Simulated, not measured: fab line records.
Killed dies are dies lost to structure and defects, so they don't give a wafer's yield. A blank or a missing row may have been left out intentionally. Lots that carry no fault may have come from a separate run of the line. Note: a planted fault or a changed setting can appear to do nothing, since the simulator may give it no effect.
fab line records	flow gf180mcu
[record] lots = 6	wafers = 18	last_day = 34
route steps=602 shown VT_IMPLANT@123 MVSD@136 NWELL@137 LVPWELL@138 MVPSD@139
lots untouched by any fault: they come from a run of this same line in which no faults occurred
start_h: start of the lot's first displayed wafer, in hours after the record's first day	wait_h: hours from the lot's prior step to this one	" same as the row above	L1.1+2: a row that stands for several wafers	- value missing, or start not given	* or withheld: withheld	< > ~ a bound
route shown NAME@n: NAME is a module with steps in the file, n the number in the route of the first one	usual: mean/standard deviation of fault-free wafers	same: alike in all rows	chamber/n: place in a boat	sites: readings site by site	_std_site: the values' standard deviation	_edge_site: the outer-site mean with the inner-site mean subtracted	radius_mm: for every site, how far away it sits from the centre of the wafer	mask NAME#n: copy n	behind: the last tool/chamber to shape the wafer	hold: cause of the lot's hold/its duration in hours/its outcome	device: transistor that didn't switch, given as n, p or np	end of line: the same wafers' tests at the end of the route	step lacking rows: just its recipe	killed: at the first sort, the dies lost to defects and structure; wafer yield is something else	map: the dies of a wafer, with x for killed, . for not killed, _ for no die there
set.NAME: the setting as run; set.NAME@STEP: as run at that earlier step	model.NAME: the simulator's own value behind a step, which no gauge read
certain route steps with their lots: each step a table, each wafer a row
services: from which hour (start_h, from the record's first day; less than 0 if before it) a tool's chamber was out of use, for how many hours, and why
[[steps]]
[step GF_VT_IMPLANT_DEHYDRATE_33]
[recipe] temp_c = 200	time_s = 60
[step GF_VT_IMPLANT_HMDS_34]
[recipe] prime_time_s = 60	prime_temp_c = 120
[step GF_VT_IMPLANT_COAT_35]
[recipe] resist = NOVOLAK	spin_rpm = 3000	resist_thk_nm = 1000
[step GF_VT_IMPLANT_SOFTBAKE_36]
[recipe] temp_c = 90	time_s = 60	resist = NOVOLAK
[step GF_VT_IMPLANT_EXPOSE_37]
[recipe] mask_id = Nwell_HV_AREA	target_cd_nm = 860	na = 0.6	source_shape = conventional	sigma_outer = 0.6	dose_mj = 140
[step GF_VT_IMPLANT_PEB_38]
[recipe] temp_c = withheld	time_s = *	resist = NOVOLAK
[step GF_VT_IMPLANT_DEVELOP_39]
[recipe] develop_time_s = 60	dev_temp_c = 23
[step GF_VT_IMPLANT_OVL_MEAS_40]
[usual] VT_IMPLANT_03_OVL = -0.5/1.3
lot.wafer	tool	chamber	start_h	wait_h	VT_IMPLANT_03_OVL[nm]
L522.2	overlay-02	-	203.02	0.1	-1.8
L522.5	"	-	"	"	-2.3
L522.6	"	-	"	"	-0.8
L525.2	overlay-02	-	224.83	0.1	0.4
L525.3	"	-	"	"	0.5
L525.4	"	-	"	"	0.3
L532.1	overlay-02	-	264.92	0.1	0.5
L532.4	"	-	"	"	1.2
L532.5	"	-	"	"	-1.3
L533.1	overlay-01	-	277.07	0.1	-0.6
L533.2	"	-	"	"	-1.1
L533.4	"	-	"	"	-0.5
L536.1	overlay-01	-	294.12	0.1	-2.6
L536.2	"	-	"	"	-2.7
L536.6	"	-	"	"	1.4
L537.3	overlay-01	-	300.83	0.1	-1.2
L537.5	"	-	"	"	-1.9
L537.6	"	-	"	"	-2.3
[step GF_VT_IMPLANT_IMPLANT_41]
[recipe] species = As	energy_kev = 70	dose_cm2 = 1.013e+12	tilt_deg = 7
[step GF_VT_IMPLANT_STRIP_42]
[recipe] chemistry = O2/N2	power_w = 1400	pressure_mtorr = 1500	platen_temp_c = 250	o2_flow_sccm = 3000	n2_flow_sccm = 300	overash_fraction = 0.5
[usual] drypump_motor_current_A = 5.7/0.34	heater_power_w = 327/36	oes_product_au = 0.715/0.0042	strip_time_to_endpoint_s = 12.63/0.038
lot.wafer	tool	chamber	start_h	wait_h	drypump_motor_current_A	heater_power_w	oes_product_au	rf_hours_counter_h	strip_time_to_endpoint_s
L522.2	plasma_asher-02	0	203.20	0.1	5.7	281	0.718	58	12.62
L522.5	"	1	"	"	5.8	342	0.719	-	12.65
L522.6	"	0	"	"	5.7	280	0.717	-	12.61
L525.2	plasma_asher-04	1	225.01	0.1	4.9	325	0.720	42	12.62
L525.3	"	0	"	"	5.5	383	0.713	-	12.65
L525.4	"	1	"	"	4.9	335	0.711	-	12.59
L532.1	plasma_asher-01	0	265.10	0.1	6.0	344	0.706	64	12.62
L532.4	"	0	"	"	6.0	347	0.716	-	12.62
L532.5	"	1	"	"	6.0	296	0.720	-	12.61
L533.1	plasma_asher-02	0	277.25	0.1	5.7	273	0.714	65	12.62
L533.2	"	1	"	"	5.8	339	0.721	65	12.56
L533.4	"	1	"	"	5.8	341	0.718	-	12.63
L536.1	plasma_asher-02	1	294.30	0.1	5.8	339	0.717	66	12.68
L536.2	"	0	"	"	5.6	277	0.710	66	12.65
L536.6	"	1	"	"	5.8	340	0.720	-	12.62
L537.3	plasma_asher-02	1	301.04	0.1	5.8	341	0.715	-	12.65
L537.5	"	1	"	"	5.8	339	0.710	-	12.66
L537.6	"	0	"	"	5.7	276	0.722	-	12.66
[step GF_VT_IMPLANT_TW_MEAS_43]
[usual] VT_IMPLANT_4_TW = 690/4.5
lot.wafer	tool	chamber	start_h	wait_h	VT_IMPLANT_4_TW
L522.2	film_metro-03	-	203.31	0.1	688
L522.5	"	-	"	"	682
L522.6	"	-	"	"	683
L525.2	film_metro-01	-	225.12	0.1	686
L525.3	"	-	"	"	689
L525.4	"	-	"	"	691
L532.1	film_metro-02	-	265.20	0.1	701
L532.4	"	-	"	"	698
L532.5	"	-	"	"	695
L533.1	film_metro-03	-	277.35	0.1	688
L533.2	"	-	"	"	687
L533.4	"	-	"	"	688
L536.1	film_metro-03	-	294.40	0.1	691
L536.2	"	-	"	"	690
L536.6	"	-	"	"	688
L537.3	film_metro-03	-	301.13	0.1	690
L537.5	"	-	"	"	696
L537.6	"	-	"	"	693
[step GF_VT_IMPLANT_CLEAN_44]
[recipe] chemistry = SC1/SC2	mix = 1:4:20	temp_c = 70	time_s = 150	dry = n2_spin
[step GF_VT_IMPLANT_RTA_45]
[recipe] temp_c = 1050	time_s = 30	ambient = N2
[usual] anneal_temp_c_max = 1054.5/0.84	chamber_o2_ppm = 2.001/0.021	lamp_power_pct = 37/3.8	wafer_temp_C_max = 1059.2/1.6
lot.wafer	tool	chamber	start_h	wait_h	anneal_temp_c_max	chamber_o2_ppm	lamp_power_pct	wafer_temp_C_max
L522.2	rtp_anneal-02	0	203.43	0.0	1054.1	2.031	34	1057.6
L522.5	"	0	"	"	1054.2	1.980	34	1058.6
L522.6	"	0	"	"	1053.9	1.987	34	1061.5
L525.2	rtp_anneal-02	0	225.24	0.0	1055.0	1.984	34	1058.2
L525.3	"	0	"	"	1055.6	2.002	34	1057.5
L525.4	"	0	"	"	1054.1	1.995	34	1061.4
L532.1	rtp_anneal-02	-	265.32	0.0	-	-	-	-
L532.4	"	-	"	"	-	-	-	-
L532.5	"	-	"	"	-	-	-	-
L533.1	rtp_anneal-02	-	277.47	0.0	-	-	-	-
L533.2	"	-	"	"	-	-	-	-
L533.4	"	-	"	"	-	-	-	-
L536.1	rtp_anneal-02	0	294.51	0.0	1053.0	1.980	34	1057.3
L536.2	"	0	"	"	1053.2	2.013	34	1059.0
L536.6	"	0	"	"	1055.7	2.004	34	1059.1
L537.3	rtp_anneal-01	0	301.25	0.0	1054.8	1.948	43	1057.4
L537.5	"	0	"	"	1053.6	1.970	43	1058.8
L537.6	"	0	"	"	1055.0	1.986	43	1059.0
[step GF_VT_IMPLANT_RS_MEAS_46]
[recipe] thk_meas_gauge = four-point-probe
[usual] MVSD_RS = 456.6/1.4
lot.wafer	tool	chamber	start_h	wait_h	MVSD_RS[ohm/sq]
L522.2	film_metro-04	-	203.53	0.1	458.0
L522.5	"	-	"	"	458.0
L522.6	"	-	"	"	458.1
L525.2	film_metro-04	-	225.34	0.1	456.4
L525.3	"	-	"	"	456.5
L525.4	"	-	"	"	456.2
L532.1	film_metro-01	-	265.42	0.1	133.1
L532.4	"	-	"	"	133.1
L532.5	"	-	"	"	133.2
L533.1	film_metro-01	-	277.57	0.1	132.9
L533.2	"	-	"	"	133.2
L533.4	"	-	"	"	132.9
L536.1	film_metro-01	-	294.61	0.1	455.9
L536.2	"	-	"	"	456.9
L536.6	"	-	"	"	456.7
L537.3	film_metro-03	-	301.36	0.1	458.4
L537.5	"	-	"	"	457.1
L537.6	"	-	"	"	459.0
[step GF_VT_IMPLANT_RS_MEAS_47]
[recipe] thk_meas_gauge = four-point-probe
[usual] NWELL_RS = 488.1/1.3
lot.wafer	tool	chamber	start_h	wait_h	NWELL_RS[ohm/sq]
L522.2	film_metro-04	-	203.65	0.1	488.3
L522.5	"	-	"	"	487.5
L522.6	"	-	"	"	487.8
L525.2	film_metro-04	-	225.46	0.1	486.3
L525.3	"	-	"	"	488.2
L525.4	"	-	"	"	487.5
L532.1	film_metro-01	-	265.54	0.1	133.0
L532.4	"	-	"	"	133.1
L532.5	"	-	"	"	133.0
L533.1	film_metro-01	-	277.69	0.1	133.0
L533.2	"	-	"	"	133.5
L533.4	"	-	"	"	133.0
L536.1	film_metro-01	-	294.73	0.1	488.1
L536.2	"	-	"	"	489.0
L536.6	"	-	"	"	488.1
L537.3	film_metro-03	-	301.48	0.1	487.3
L537.5	"	-	"	"	488.2
L537.6	"	-	"	"	487.9
[step GF_VT_IMPLANT_RS_MEAS_48]
[recipe] thk_meas_gauge = four-point-probe
[usual] LVPWELL_RS = 1198/3.2
lot.wafer	tool	chamber	start_h	wait_h	LVPWELL_RS[ohm/sq]
L522.2	film_metro-04	-	203.77	0.1	1195
L522.5	"	-	"	"	1197
L522.6	"	-	"	"	1197
L525.2	film_metro-04	-	225.58	0.1	1201
L525.3	"	-	"	"	1201
L525.4	"	-	"	"	1200
L532.1	film_metro-01	-	265.66	0.1	133
L532.4	"	-	"	"	133
L532.5	"	-	"	"	133
L533.1	film_metro-01	-	277.81	0.1	133
L533.2	"	-	"	"	133
L533.4	"	-	"	"	133
L536.1	film_metro-01	-	294.85	0.1	1198
L536.2	"	-	"	"	1199
L536.6	"	-	"	"	1203
L537.3	film_metro-03	-	301.60	0.1	1198
L537.5	"	-	"	"	1197
L537.6	"	-	"	"	1199
[step GF_VT_IMPLANT_RS_MEAS_49]
[recipe] thk_meas_gauge = four-point-probe
[usual] MVPSD_RS = 1170/3.2
lot.wafer	tool	chamber	start_h	wait_h	MVPSD_RS[ohm/sq]
L522.2	film_metro-04	-	203.89	0.1	1172
L522.5	"	-	"	"	1168
L522.6	"	-	"	"	1171
L525.2	film_metro-04	-	225.70	0.1	1170
L525.3	"	-	"	"	1168
L525.4	"	-	"	"	1170
L532.1	film_metro-01	-	265.78	0.1	133
L532.4	"	-	"	"	133
L532.5	"	-	"	"	133
L533.1	film_metro-01	-	277.93	0.1	133
L533.2	"	-	"	"	133
L533.4	"	-	"	"	133
L536.1	film_metro-01	-	294.97	0.1	1169
L536.2	"	-	"	"	1174
L536.6	"	-	"	"	1169
L537.3	film_metro-03	-	301.72	0.1	1169
L537.5	"	-	"	"	1168
L537.6	"	-	"	"	1166
[step GF_VT_IMPLANT_WET_ETCH_50]
[recipe] chemistry = dHF	target_depth_nm = 20	target = SiO2	temp_c = 25	dilution = 100:1	time_s = 400
[[services]]
tool	chamber	start_h	hours	kind
plasma_asher-02	-	239.30	5.8	repair
plasma_asher-01	-	294.66	1.0	repair
[[key]]
[first_sign] step = GF_VT_IMPLANT_RTA_45	reading = tool_record	direction = missing
[effect] step = GF_VT_IMPLANT_RS_MEAS_46	reading = MVSD_RS	direction = down	sigmas = 99+	usual = 456.6	struck = 133.1
[effect] step = GF_VT_IMPLANT_RS_MEAS_47	reading = NWELL_RS	direction = down	sigmas = 99+	usual = 488.1	struck = 133.1
[effect] step = GF_VT_IMPLANT_RS_MEAS_48	reading = LVPWELL_RS	direction = down	sigmas = 99+	usual = 1198	struck = 133
[effect] step = GF_VT_IMPLANT_RS_MEAS_49	reading = MVPSD_RS	direction = down	sigmas = 99+	usual = 1170	struck = 133
met_at GF_VT_IMPLANT_RTA_45
struck_wafers L532.1,L532.4,L532.5,L533.1,L533.2,L533.4
later_rows_left_out L532.1,L532.4,L532.5,L533.1,L533.2,L533.4
sort_left_out L532.1,L532.4,L532.5,L533.1,L533.2,L533.4
tester_left_out L532,L533
onset_between 225.24 265.32
[fault] kind = skipped_step_whole	tool = rtp_anneal-02	chamber = -	onset_h = 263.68	steps = GF_VT_IMPLANT_RTA_45	scope = struck_lots_only
// tester_left_out: of these lots the tester's yield and bins aren't shown, on N5 and GAA mostly nor the transistor test; their killed dies are dies lost to structure and defects alone, not to doping, threshold or leakage, so they don't give the yield
// sort_left_out: the simulated sort isn't trusted on such a fault, so these wafers' sort isn't shown, and their yield isn't known
// later_rows_left_out: the simulator's readings of these wafers behind a module that went badly wrong aren't trusted and aren't shown, but for the sort
